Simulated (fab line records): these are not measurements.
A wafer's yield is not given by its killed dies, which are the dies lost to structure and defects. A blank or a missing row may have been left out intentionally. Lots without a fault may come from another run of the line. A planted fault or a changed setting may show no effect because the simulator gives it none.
One fault seen from 2 desks	flow sky130	each desk has only its own numbers; what lay behind them comes last

== AT THE TOOL OWNER'S DESK: pvdSputter-02 ==
At SKY_METAL4_SPUTTER_04 (material TiN, target thk 70 nm, time 58.3 s) the tool's own readings: per lot run on this tool, the mean of the sampled wafers that have a number. Marked OUT: a lot whose mean sits more than 4 standard deviations from the usual mean, which makes it out of limits; the brackets give that distance.
Columns: A = cathodeDcPowerW at SKY_METAL4_SPUTTER_04, usual 6500.2 W; B = throttleValvePct at SKY_METAL4_SPUTTER_04, usual 30.0 %
lot	first seen here	A	B
L204	day 42 17:10	6365.3 (-99 or more) OUT	30.6
L215	day 46 00:22	6499.1	30.3
Finding of this desk: L204 out of limits; the first was L204 at day 42 17:10, on cathodeDcPowerW at SKY_METAL4_SPUTTER_04. L215 stayed within limits.

== AT THE METROLOGY DESK ==
Lot by lot, what the gauges showed, no matter which tool ran the lot: averages of those sampled wafers that carry a number. Marked OUT: a lot whose mean sits more than 4 standard deviations from the usual mean, which makes it out of limits; the brackets give that distance.
Columns: A = VIA3_W_RS at SKY_VIA3_RS_MEAS_22, usual 0.2918 ohm/sq; B = VIA3_W_THK at SKY_VIA3_THK_MEAS_23, usual 393 nm
lot	first seen here	A	B
L198	day 40 03:37	0.2933	388
L204	day 42 16:36	0.2941	395
L210	day 43 07:49	0.2933	392
L218	day 45 23:15	0.2920	386
L215	day 45 23:49	0.2942	384
This desk's verdict: no lot among the 5 shows anything out of limits.

== BROUGHT TOGETHER ==
The tool owner's desk could have raised an alarm at day 42 17:10, on L204.
The metrology desk saw nothing out of limits.
The metrology desk has L204 on record, within its limits.
On pvdSputter-02, each named lot ran SKY_METAL4_SPUTTER_04.

== WHAT THE SIMULATOR HAD INSERTED ==
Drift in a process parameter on pvdSputter-02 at SKY_METAL4_SPUTTER_04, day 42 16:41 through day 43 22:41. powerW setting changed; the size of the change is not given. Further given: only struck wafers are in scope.
Shown lots that were struck: L204.
How many hours passed from the start of the fault until each desk's first out-of-limits reading: the tool owner's desk, 0.
